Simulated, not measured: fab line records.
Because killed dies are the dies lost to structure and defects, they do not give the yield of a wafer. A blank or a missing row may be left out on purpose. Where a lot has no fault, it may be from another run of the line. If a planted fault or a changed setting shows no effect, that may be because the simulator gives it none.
Matching of chambers | flow sky130 | 3 sister chambers for SKY_PASSIVATION_CVD_00 on pecvd-01
The step deposits SiO2, target thk 90 nm. 14 wafers are shown with their chamber, then 7 later ones without.

== WAFERS PAIRED WITH THEIR CHAMBERS ==
wafer  | chamber | heater power outer w (W) | heater power w (W)
L858.4 | 0       | 405                      | 635
L858.5 | 2       | 450                      | 798
L858.6 | 1       | 384                      | 652
L859.4 | 2       | 378                      | 692
L859.5 | 1       | 355                      | 613
L859.6 | 0       | 503                      | 771
L860.3 | 1       | 330                      | 587
L860.4 | 2       | 444                      | 776
L860.6 | 0       | 493                      | 769
L862.1 | 1       | 366                      | 653
L862.2 | 0       | 454                      | 720
L862.4 | 0       | 458                      | 723
L870.1 | 0       | 448                      | 706
L870.3 | 2       | 450                      | 750

SIGNATURES (means of the wafers above)
reading              | chamber 0 | chamber 1 | chamber 2 | scatter within a chamber
heater power outer w | 460.17    | 358.75    | 430.50    | 32.2
heater power w       | 720.67    | 626.25    | 754.00    | 44.5
Rule: for each reading, subtract the chamber's mean from the wafer's reading, divide by that reading's scatter and square the result; add these up over the readings and take the root, which gives the wafer's distance from the chamber. If the next closest chamber is less than 2 further off than the closest, the wafer can't be placed; otherwise it belongs to the closest. The scatter: take each reading less its chamber's mean, square it, sum over the shown wafers, divide by the number of wafers less the number of chambers, and take the root.

== WAFERS WITH NO CHAMBER GIVEN ==
wafer  | heater power outer w (W) | heater power w (W)
L870.5 | 382                      | 664
L877.1 | 497                      | 762
L877.4 | 454                      | 791
L877.5 | 512                      | 799
L878.1 | 474                      | 731
L878.4 | 457                      | 780
L878.6 | 466                      | 752

== EACH ONE'S CHAMBER ==
wafer  | from the rows above          | in truth
L870.5 | can't be placed: 1 or 2 or 0 | 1
L877.1 | can't be placed: 0 or 2      | 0
L877.4 | can't be placed: 2 or 0      | 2
L877.5 | can't be placed: 0 or 2      | 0
L878.1 | can't be placed: 0 or 2      | 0
L878.4 | can't be placed: 2 or 0      | 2
L878.6 | can't be placed: 0 or 2      | 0
Correctly placed: 0 of 7. Cannot be placed on the basis of these rows: 7; the candidates contain the true chamber in 7. 0 placed wrongly.
